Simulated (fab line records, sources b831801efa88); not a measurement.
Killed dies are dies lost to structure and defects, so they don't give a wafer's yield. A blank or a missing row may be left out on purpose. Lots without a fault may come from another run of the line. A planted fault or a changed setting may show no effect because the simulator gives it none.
Tool commonality check | flow sky130 | 12 lots, 36 wafers sampled

WHY IT WAS OPENED
At SKY_POLY_GATE_THK_MEAS_01 the reading POLY_GATE_CVD_00_THK is flagged on 2 of 12 lots. Wafers without a fault read 179.8 nm, standard deviation 1.9.
Rule: a lot is flagged when every wafer of it that has a number lies more than 4 standard deviations from that mean, or none has a number. The other lots count as sound.

lot  | measured     | on            | POLY_GATE_CVD_00_THK (nm), wafer by wafer | flag
L201 | day 14 00:58 | film_metro-03 | 179.2 178.3 178.0                         |
L204 | day 14 22:59 | film_metro-02 | 180.7 180.3 180.2                         |
L205 | day 15 10:23 | film_metro-02 | 175.7 176.3 176.4                         |
L206 | day 15 15:33 | film_metro-02 | 180.1 182.0 180.8                         |
L207 | day 16 05:37 | film_metro-01 | 176.4 176.1 177.7                         |
L208 | day 16 10:10 | film_metro-03 | 180.7 181.4 179.5                         |
L210 | day 17 09:50 | film_metro-01 | 292.1 292.1 292.2                         | FLAGGED
L211 | day 18 00:28 | film_metro-03 | 292.7 293.4 293.6                         | FLAGGED
L220 | day 21 00:13 | film_metro-03 | 181.0 179.4 182.3                         |
L222 | day 21 15:28 | film_metro-01 | 183.5 183.7 182.7                         |
L223 | day 21 19:36 | film_metro-01 | 181.2 179.8 178.8                         |
L224 | day 22 12:13 | film_metro-02 | 181.3 182.3 183.0                         |
The numbers of the flagged lots are 292.7 nm on average: +112.9 nm against the usual, or +59 standard deviations.

WHICH TOOL RAN EACH LOT
The record holds 1 process step before the reading, out of a route of 708 steps. In each cell: the tool, then ch and the chambers that the sampled wafers went through, then the start.
lot  | flag    | SKY_POLY_GATE_CVD_00
L201 |         | lpcvd-01 ch 1, day 13 23:45
L204 |         | lpcvd-01 ch 0, day 14 21:47
L205 |         | lpcvd-01 ch 0, day 15 09:11
L206 |         | lpcvd-01 ch 0, day 15 13:45
L207 |         | lpcvd-01 ch 0, day 16 04:25
L208 |         | lpcvd-01 ch 0, day 16 08:58
L210 | FLAGGED | lpcvd-01 ch 0, day 17 08:38
L211 | FLAGGED | lpcvd-01 ch 1, day 17 23:15
L220 |         | lpcvd-01 ch 1, day 20 23:00
L222 |         | lpcvd-01 ch 1, day 21 14:16
L223 |         | lpcvd-01 ch 0, day 21 18:23
L224 |         | lpcvd-01 ch 0, day 22 11:01
What these steps do:
- SKY_POLY_GATE_CVD_00: deposits poly-Si, target thk 180 nm, time 720 s.
- SKY_POLY_GATE_THK_MEAS_01

FLAGGED OVER TOTAL, TOOL BY TOOL (the gauges that took the reading come last)
step                      | tool          | lots run | flagged | share of the flagged lots | sound lots run after its first flagged lot
SKY_POLY_GATE_CVD_00      | lpcvd-01      | 12       | 2       | all                       | 4 (L220,L222,L223,L224)
SKY_POLY_GATE_THK_MEAS_01 | film_metro-01 | 4        | 1       | some                      | 2 (L222,L223)
SKY_POLY_GATE_THK_MEAS_01 | film_metro-02 | 4        | 0       | none                      | -
SKY_POLY_GATE_THK_MEAS_01 | film_metro-03 | 4        | 1       | some                      | 1 (L220)

WHAT THE TABLE ALLOWS
1 row of the table ran every flagged lot: lpcvd-01 at SKY_POLY_GATE_CVD_00.
- lpcvd-01 at SKY_POLY_GATE_CVD_00: 2 of its 12 lots flagged. Sound lots ran on it after the first flagged one (L220, L222, L223, L224), which a lasting fault on the whole tool wouldn't allow.
No row of the table ran every flagged lot and no sound lot after the first.

WHAT THE SIMULATOR HAD PUT IN
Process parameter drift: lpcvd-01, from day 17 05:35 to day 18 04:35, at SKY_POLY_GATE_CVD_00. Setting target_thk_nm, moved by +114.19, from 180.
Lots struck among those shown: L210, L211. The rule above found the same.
